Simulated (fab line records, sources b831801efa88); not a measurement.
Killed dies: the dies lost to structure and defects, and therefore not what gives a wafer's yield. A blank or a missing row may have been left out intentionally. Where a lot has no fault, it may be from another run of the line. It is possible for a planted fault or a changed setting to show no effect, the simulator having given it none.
Problem report, 8D (eight disciplines) form, completed by code -- flow sky130 -- the parts of the form that need people (team, actions taken, sign-off) are left out

== 1. WHAT WENT WRONG ==
Wafers free of any fault read 9.93 nm (standard deviation 0.22) for NWELL_OXIDATION_THK at SKY_NWELL_THK_MEAS_02, against a mean of 5.85 nm on 6 wafers of 2 lots. Relative to the usual mean, that is a shift of -19 standard deviations.
Seen first at day 4 19:50 on filmMetro-02, wafer L637.1. The record has a number at this step for 24 wafers belonging to 8 lots. The rule behind "out" and "out of limits": a value lying over 4 standard deviations away from the usual mean. The rest of the wafers with a number are treated as sound.

== 2. WHAT IT IS, AND WHAT IT ISN'T ==
question,is,is not
which readings at this step,NWELL_OXIDATION_THK,-
which lots,"L637, L638","L626, L627, L628, L629, L642, L644"
which wafers of those lots,all that have a number,-
read on which gauges,"filmMetro-02, filmMetro-03",filmMetro-04
when,from day 4 19:50,"up to then (12 sound wafers); but 6 sound wafers of L642, L644 came after"

== 3. WHAT RULES OUT EACH SUSPECT ==
Counting: a tool stays on the suspect list if, at a process step up to the reading, it processed all lots that are out and no sound lot following the first of them.
- the gauge at SKY_NWELL_THK_MEAS_02 is ruled out. The wafers that are out were read on 2 gauges (filmMetro-02, filmMetro-03).
- furnace-02 at SKY_NWELL_OXIDATION_01 (stabilise 600 s, purge 300 s, target thk 10 nm): kept. Every lot that is out went through it, starting with L637 (day 4 18:27), and after that it ran no sound lot; the last sound lot it ran before then is L627 (day 2 15:35). Out on those wafers are its own readings of spikeTcBottomC, spikeTcCentreC, spikeTcLowerC, spikeTcTopC, spikeTcUpperC, tubeCenterTempC, tube_center_temp_C_max, zonePowerCentrePct, zonePowerTopPct.
Left after counting: furnace-02 at SKY_NWELL_OXIDATION_01.

== 4. THE CAUSE (what the simulator had put in) ==
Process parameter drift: furnace-02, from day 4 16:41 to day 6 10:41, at SKY_NWELL_OXIDATION_01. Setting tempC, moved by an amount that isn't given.
The count eliminated every tool but this one.

== 5. SEQUENCE OF EFFECTS, ordered by route ==
Each row: a reading whose mean over the struck wafers that have a number lies more than 3 standard deviations from the usual. Only readings whose record carries a usual standard deviation are examined. hours: median over the lots of the time between each lot's start at the first step of this table that gives one and its start at this step. sigmas: the change, counted in usual standard deviations.
hours,step,reading,usual,on struck wafers,change,sigmas
0,SKY_NWELL_OXIDATION_01,spikeTcBottomC,922.3 C,878.2,-44.1,-24
0,SKY_NWELL_OXIDATION_01,spikeTcCentreC,900.9 C,856.4,-44.5,-40
0,SKY_NWELL_OXIDATION_01,spikeTcLowerC,900.1 C,855.0,-45.1,-41
0,SKY_NWELL_OXIDATION_01,spikeTcTopC,906.8 C,861.8,-45.0,-22
0,SKY_NWELL_OXIDATION_01,spikeTcUpperC,901.0 C,856.0,-45.0,-32
0,SKY_NWELL_OXIDATION_01,tubeCenterTempC,899.99 C,855.28,-44.71,-99 or more
0,SKY_NWELL_OXIDATION_01,tube_center_temp_C_max,902.3,857.5,-44.8,-99 or more
0,SKY_NWELL_OXIDATION_01,zonePowerCentrePct,17.58 %,15.73,-1.85,-7.4
0,SKY_NWELL_OXIDATION_01,zonePowerTopPct,34.2 %,31.8,-2.4,-6.7
0,SKY_NWELL_OXIDATION_01,zonePowerUpperPct,16.2 %,14.4,-1.8,-3.1
1,SKY_NWELL_THK_MEAS_02,NWELL_OXIDATION_THK,9.93 nm,5.85,-4.08,-19
It contains these process steps:
- SKY_NWELL_OXIDATION_01: stabilise 600 s, purge 300 s, target thk 10 nm.

== 6. HOW IT WOULD HAVE BEEN CAUGHT EARLIER ==
Counted from the fault's start at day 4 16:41, it took 3 hours until the first out-of-limits reading at a measuring or inspecting step in this record, taken at day 4 19:50.
At SKY_NWELL_OXIDATION_01, the tool's own readings (spikeTcBottomC, spikeTcCentreC, spikeTcLowerC, spikeTcTopC, spikeTcUpperC, tubeCenterTempC, tube_center_temp_C_max, zonePowerCentrePct, zonePowerTopPct) were out on each struck wafer the step has a row for, so an alarm limit on them would have fired on the first such wafer.
Lots out: 2; of these, L638 started SKY_NWELL_OXIDATION_01 on furnace-02 after day 4 19:50. A tool hold placed at that time would have kept it from harm.
